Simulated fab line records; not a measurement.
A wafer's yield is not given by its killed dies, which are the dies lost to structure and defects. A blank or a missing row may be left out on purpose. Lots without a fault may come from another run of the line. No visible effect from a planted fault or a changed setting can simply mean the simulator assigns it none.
What tool caused it? ; flow gf180mcu ; 14 lots with 42 wafers sampled at 5 steps, on a route of 602 steps

WHAT THE GAUGES READ, wafer by wafer
GF_STI_THK_MEAS_04. Usual: STI_CVD_03_THK gives 208.0 nm (standard deviation 2).
lot;measured;on;STI_CVD_03_THK (nm);flag
L653;day 1 14:34;film metro-02;207.4 207.9 209.4;
L654;day 1 18:46;film metro-01;209.8 208.5 208.6;
L655;day 2 00:31;film metro-01;209.7 209.8 211.4;
L656;day 2 05:41;film metro-01;206.3 207.5 206.2;
L660;day 3 01:13;film metro-03;209.1 210.1 209.2;
L661;day 3 05:34;film metro-02;208.1 208.1 208.6;
L662;day 3 11:30;film metro-01;206.6 204.8 206.1;
L663;day 3 15:34;film metro-03;206.3 205.2 204.1;
L665;day 4 01:34;film metro-01;212.1 209.5 209.8;
L666;day 4 07:19;film metro-01;208.4 207.9 206.9;
L667;day 4 11:34;film metro-03;308.5 308.4 309.3 308.4 308.8 309.4;OFF
L669;day 4 22:07;film metro-02;205.2 206.6 208.5;
L670;day 5 02:34;film metro-01;306.8 308.6 306.3 306.9 308.3 306.1;OFF
L673;day 5 18:33;film metro-03;204.0 205.4 204.8;

GF_HV_LDD_CD_MEAS_46: target cd 400 nm. Usual: cd nm reads 399.8 nm (standard deviation 2.2).
lot;measured;on;cd nm (nm);flag
L653;day 12 15:17;cd sem-01;397.9 397.5 398.1;
L654;day 12 16:37;cd sem-01;400.1 399.4 398.2;
L655;day 13 00:49;cd sem-01;396.1 396.6 396.3;
L656;day 13 11:26;cd sem-01;399.8 400.7 399.1;
L660;day 14 16:15;cd sem-02;399.8 396.0 399.5;
L661;day 14 20:58;cd sem-02;401.9 404.7 403.8;
L662;day 15 09:36;cd sem-02;397.0 400.5 397.8;
L663;day 15 15:52;cd sem-02;399.9 399.4 402.3;
L665;day 16 10:08;cd sem-01;400.6 400.0 398.2;
L666;day 16 15:05;cd sem-01;399.4 402.5 400.4;
L669;day 17 11:43;cd sem-02;400.9 402.0 400.2;
L673;day 18 22:29;cd sem-01;400.6 399.0 398.5;

GF_CONTACT_OVL_MEAS_15. Usual: CONTACT_OVL gives 2 nm (standard deviation 5.6).
lot;measured;on;CONTACT_OVL (nm);flag
L653;day 16 09:04;overlay-01;0 -6 -4;
L654;day 16 11:16;overlay-01;-1 -3 2;
L655;day 16 19:10;overlay-02;-8 -1 -3;
L656;day 17 05:52;overlay-01;0 2 0;
L660;day 18 13:25;overlay-01;12 8 10;
L661;day 18 19:10;overlay-01;9 3 -4;
L662;day 19 09:16;overlay-01;-7 -10 -1;
L663;day 19 16:27;overlay-01;0 -3 -3;
L665;day 20 12:25;overlay-01;-7 0 1;
L666;day 20 18:18;overlay-02;-3 1 -6;
L669;day 21 17:07;overlay-01;-10 -4 -5;
L673;day 23 02:48;overlay-01;6 0 5;

GF_M1_CD_MEAS_14: target cd 230 nm. Usual: cd nm reads 229.9 nm (standard deviation 1.5).
lot;measured;on;cd nm (nm);flag
L653;day 17 07:27;cd sem-01;229.6 228.5 229.5;
L654;day 17 09:10;cd sem-02;229.4 230.5 229.7;
L655;day 17 18:05;cd sem-02;229.4 229.4 229.1;
L656;day 18 06:02;cd sem-02;228.2 228.1 228.3;
L660;day 19 14:50;cd sem-02;232.4 232.9 232.9;
L661;day 19 20:20;cd sem-02;230.3 230.4 231.0;
L662;day 20 10:49;cd sem-01;228.9 229.6 229.3;
L663;day 20 18:26;cd sem-01;230.5 229.8 229.9;
L665;day 21 14:02;cd sem-01;232.4 232.5 231.7;
L666;day 21 19:16;cd sem-02;230.9 231.1 230.8;
L669;day 22 17:20;cd sem-01;230.3 230.6 229.0;
L673;day 24 02:43;cd sem-02;226.3 227.5 226.4;

WHAT TOOL EACH LOT RAN ON (gives the tool, then ch and the chambers of the sampled wafers, and finally the start)
lot;GF_STI_CVD_03
L653;lpcvd-02 ch 1, day 1 12:34
L654;lpcvd-02 ch 1, day 1 16:46
L655;lpcvd-02 ch 0, day 1 22:32
L656;lpcvd-01 ch 1, day 2 03:41
L660;lpcvd-01 ch 0, day 2 23:14
L661;lpcvd-02 ch 1, day 3 03:34
L662;lpcvd-02 ch 1, day 3 09:31
L663;lpcvd-02 ch 1, day 3 13:34
L665;lpcvd-01 ch 0, day 3 23:34
L666;lpcvd-02 ch 0, day 4 05:17
L667;lpcvd-01 ch 0, day 4 09:34
L669;lpcvd-02 ch 0, day 4 20:07
L670;lpcvd-01 ch 1, day 5 00:34
L673;lpcvd-02 ch 1, day 5 15:34
- GF_STI_CVD_03: deposits Si3N4 from DCS/NH3, target thk 207.16 nm, time 3551 s.

WHAT THE TOOLS THEMSELVES READ (means of the sampled wafers that have a number; where no wafer has one, the mark that the record gives instead)
GF_STI_CVD_03. Usual: spike tc bottom C 792.4 C, standard deviation 2; spike tc top C 784 C, standard deviation 3.6; spike tc upper C 770.6 C, standard deviation 1.5.
lot;tool;spike tc bottom C (C);spike tc top C (C);spike tc upper C (C);flag
L653;lpcvd-02;793.9;782;772.8;
L654;lpcvd-02;793.9;782;771.0;
L655;lpcvd-02;790.9;780;768.5;
L656;lpcvd-01;793.9;790;769.1;
L660;lpcvd-01;790.0;787;771.7;
L661;lpcvd-02;793.8;783;771.3;
L662;lpcvd-02;794.0;782;770.8;
L663;lpcvd-02;792.7;782;772.0;
L665;lpcvd-01;789.9;786;771.7;
L666;lpcvd-02;791.3;780;769.0;
L667;lpcvd-01;790.2;786;770.9;
L669;lpcvd-02;791.0;780;768.8;
L670;lpcvd-01;794.0;790;769.3;
L673;lpcvd-02;794.0;783;771.3;

THE ANSWER, worked out from the rows above alone
Rule: take the mean of a lot's wafers that have a number; if it is more than 3 standard deviations from the usual mean, the lot is off. Also off: a lot with no number at a reading for which 4 or more lots have one. Where the step has rows for the other lots, those lots are counted as sound. First the gauges in route order, then the tools' own readings, where a lot's mean is used as printed above. At the first step where some lot is off, the reading lying furthest off is the one used; lots without a number count as furthest.
Off: L667, L670, seen at GF_STI_THK_MEAS_04 (STI_CVD_03_THK).
If a tool, at a process step before that reading, ran all the lots that are off and no sound lot after the first of them, it fits. Gauges at GF_STI_THK_MEAS_04: tried the same way as those tools. One fits: lpcvd-01 at GF_STI_CVD_03. A fault onset in the window from L665 (day 3 23:34, its last sound lot) to L667 (day 4 09:34, its first lot off) fits.

WHAT WAS PUT IN BY THE SIMULATOR
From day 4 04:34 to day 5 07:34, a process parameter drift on lpcvd-01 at GF_STI_CVD_03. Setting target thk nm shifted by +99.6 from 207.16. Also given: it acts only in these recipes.
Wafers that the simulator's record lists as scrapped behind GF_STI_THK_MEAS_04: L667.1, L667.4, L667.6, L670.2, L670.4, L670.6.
Lots struck among those shown: L667, L670. The rule above found the same.
